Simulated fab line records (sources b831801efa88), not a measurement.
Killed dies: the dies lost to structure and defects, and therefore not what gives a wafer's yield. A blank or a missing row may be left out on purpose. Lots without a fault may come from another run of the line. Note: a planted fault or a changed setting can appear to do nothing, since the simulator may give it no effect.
Which tool is to blame? / flow sky130 / 7 lots, 21 wafers sampled, at 1 step of a route of 708

## WHAT THE GAUGES SHOWED, per wafer
SKY_FIELD_ISO_THK_MEAS_23.
lot=L921; measured=day 2 14:49; on=filmMetro-01; FIELD_ISO_OXIDATION_01_THK (nm)=9.77 10.16 10.02
lot=L923; measured=day 2 23:50; on=filmMetro-03; FIELD_ISO_OXIDATION_01_THK (nm)=10.30 10.36 10.33
lot=L929; measured=day 4 08:08; on=filmMetro-04; FIELD_ISO_OXIDATION_01_THK (nm)=10.16 10.08 10.20
lot=L933; measured=day 5 01:49; on=filmMetro-03; FIELD_ISO_OXIDATION_01_THK (nm)=10.01 10.10 9.91
lot=L939; measured=day 6 11:07; on=filmMetro-04; FIELD_ISO_OXIDATION_01_THK (nm)=10.57 10.46 10.42
lot=L941; measured=day 6 21:35; on=filmMetro-03; FIELD_ISO_OXIDATION_01_THK (nm)=10.23 10.17 10.06
lot=L943; measured=day 7 06:05; on=filmMetro-04; FIELD_ISO_OXIDATION_01_THK (nm)=10.15 10.22 10.21

## WHICH TOOL RAN EACH LOT (tool, then ch and the chambers of the sampled wafers, then the start)
Record: no process step prior to these readings.

## THE ANSWER, worked out from the rows above alone
Rule: the lots themselves supply what counts as usual. Put in order of their means at a reading, lots are off if they are a third of the lots or fewer, leave a main group of 4 or more, and stand apart from it by a gap of 3 or more times the standard deviation of the main group's means; of several such gaps the widest counts. If all means in a main group match to the digits the tables above print for the reading, that group is not used. Also off: a lot with no number at a reading for which 4 or more lots have one. Where the step has rows for the other lots, those lots are counted as sound.
Nothing can be told from this: no lot is off at any reading shown.

## WHAT THE SIMULATOR PUT IN
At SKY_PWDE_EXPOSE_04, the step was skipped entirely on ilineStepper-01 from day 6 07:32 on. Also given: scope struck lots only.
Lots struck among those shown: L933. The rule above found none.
